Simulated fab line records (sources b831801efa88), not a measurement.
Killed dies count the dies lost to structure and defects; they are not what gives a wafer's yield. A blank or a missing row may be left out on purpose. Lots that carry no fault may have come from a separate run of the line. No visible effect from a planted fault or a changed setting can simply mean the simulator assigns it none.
A single fault, viewed from 2 desks	flow sky130	each desk has only its own numbers; what lay behind them comes last

== METROLOGY DESK ==
Means of the sampled wafers that have a number, per lot and without regard to the tool the lot ran on: this is what the gauges read. A lot is out of limits, marked OUT, if its mean lies more than 4 standard deviations from the usual mean; the brackets give that distance.
Columns: A = SD_N_OVL at SKY_SD_N_OVL_MEAS_08, usual 0.9 nm; B = LI_CONTACT_HDPCVD_THK at SKY_LI_CONTACT_THK_MEAS_01, usual 933 nm; C = cd_nm at SKY_LI_CONTACT_CD_MEAS_12, usual 170.4 nm
lot	first seen here	A	B	C
L973	day 27 13:56	0.5	934	166.5
L974	day 27 23:58	1.7	929	170.3
L977	day 29 22:04	1.5	923	170.5
L980	day 30 15:46	-1.0	936	170.9
L983	day 31 00:19	2.4	945	169.7
L982	day 31 06:25	0.9	939	168.9
L988	day 32 14:46	2.6	918	169.4
L989	day 33 01:16	0.3	933	171.4
L992	day 34 02:37	-1.1	940	169.7
L993	day 34 05:01	1.5	939	170.8
L994	day 34 10:31	-0.1	918	171.2
L996	day 35 02:07	2.5	933	170.0
Finding of this desk: none of the 12 lots has anything out of limits.

== FOR THE TOOL OWNER'S DESK: rie_diel-03 ==
The tool's own readings at SKY_LI_CONTACT_ETCH_15 (etches PSG in C4F8/O2/Ar, stops on Si, target depth 600 nm): means of the sampled wafers that have a number, for each lot that ran on this tool. A lot is out of limits, marked OUT, if its mean lies more than 4 standard deviations from the usual mean; the brackets give that distance.
Columns: A = oes_product_au at SKY_LI_CONTACT_ETCH_15, usual 0.838 a.u.
lot	first seen here	A
L974	day 29 05:32	0.834
L977	day 31 03:23	0.836
L980	day 31 21:29	0.835
L982	day 32 10:59	0.831
L993	day 35 09:34	0.832
L996	day 36 05:20	0.837
Finding of this desk: none of the 6 lots has anything out of limits.

== BROUGHT TOGETHER ==
From the metrology desk's view, nothing was out of limits.
The desk of the tool owner found nothing out of limits.

== WHAT HAD BEEN PUT IN BY THE SIMULATOR ==
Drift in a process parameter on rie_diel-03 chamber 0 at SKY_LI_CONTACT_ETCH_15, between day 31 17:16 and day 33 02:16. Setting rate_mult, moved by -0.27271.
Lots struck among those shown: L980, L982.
